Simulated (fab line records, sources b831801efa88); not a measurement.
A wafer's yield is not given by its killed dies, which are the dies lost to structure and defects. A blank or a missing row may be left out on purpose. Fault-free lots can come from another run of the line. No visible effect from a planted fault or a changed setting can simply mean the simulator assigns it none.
Matching of chambers / flow gf180mcu / GF_V4_CVD_02 on pecvd-02 has 3 sister chambers
The step deposits SiO2 from TEOS, target thk 850 nm, time 94.851 s. 6 wafers are shown with their chamber, then 11 later ones without.

== WAFERS WITH THEIR CHAMBER ==
wafer=L084.3; chamber=1; heater-power-w (W)=726
wafer=L084.5; chamber=2; heater-power-w (W)=626
wafer=L087.1; chamber=2; heater-power-w (W)=682
wafer=L087.2; chamber=0; heater-power-w (W)=650
wafer=L087.5; chamber=1; heater-power-w (W)=613
wafer=L088.1; chamber=0; heater-power-w (W)=593

== WAFERS WITH NO CHAMBER GIVEN ==
wafer=L088.2; heater-power-w (W)=664
wafer=L088.3; heater-power-w (W)=697
wafer=L092.3; heater-power-w (W)=667
wafer=L092.4; heater-power-w (W)=683
wafer=L092.5; heater-power-w (W)=809
wafer=L095.2; heater-power-w (W)=669
wafer=L095.3; heater-power-w (W)=666
wafer=L095.5; heater-power-w (W)=711
wafer=L096.3; heater-power-w (W)=683
wafer=L096.4; heater-power-w (W)=705
wafer=L096.5; heater-power-w (W)=702

== CHAMBER TAKEN BY EACH ==
wafer=L088.2; from the rows above=can't be placed: 1 or 2 or 0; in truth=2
wafer=L088.3; from the rows above=can't be placed: 1 or 2 or 0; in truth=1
wafer=L092.3; from the rows above=can't be placed: 1 or 2 or 0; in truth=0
wafer=L092.4; from the rows above=can't be placed: 1 or 2 or 0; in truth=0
wafer=L092.5; from the rows above=can't be placed: 1 or 2 or 0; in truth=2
wafer=L095.2; from the rows above=can't be placed: 1 or 2 or 0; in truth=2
wafer=L095.3; from the rows above=can't be placed: 1 or 2 or 0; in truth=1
wafer=L095.5; from the rows above=can't be placed: 1 or 2 or 0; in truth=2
wafer=L096.3; from the rows above=can't be placed: 1 or 2 or 0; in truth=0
wafer=L096.4; from the rows above=can't be placed: 1 or 2 or 0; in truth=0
wafer=L096.5; from the rows above=can't be placed: 1 or 2 or 0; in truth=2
Placed correctly: 0 of 11. Not placeable from these rows: 11 (in 11, the candidates include the true chamber). 0 placed wrongly.
How it was worked out, from the rows above alone: a wafer's distance from a chamber is the root of the sum, over the readings, of the square of ((its reading less the chamber's mean) divided by the reading's scatter). If the next closest chamber is less than 2 further off than the closest, the wafer can't be placed; otherwise it belongs to the closest. Each chamber's mean is taken over the wafers shown for it. How the scatter is found: for the shown wafers, subtract from each reading the mean of its chamber, square and add these, divide the total by (wafers less chambers), then take the root.
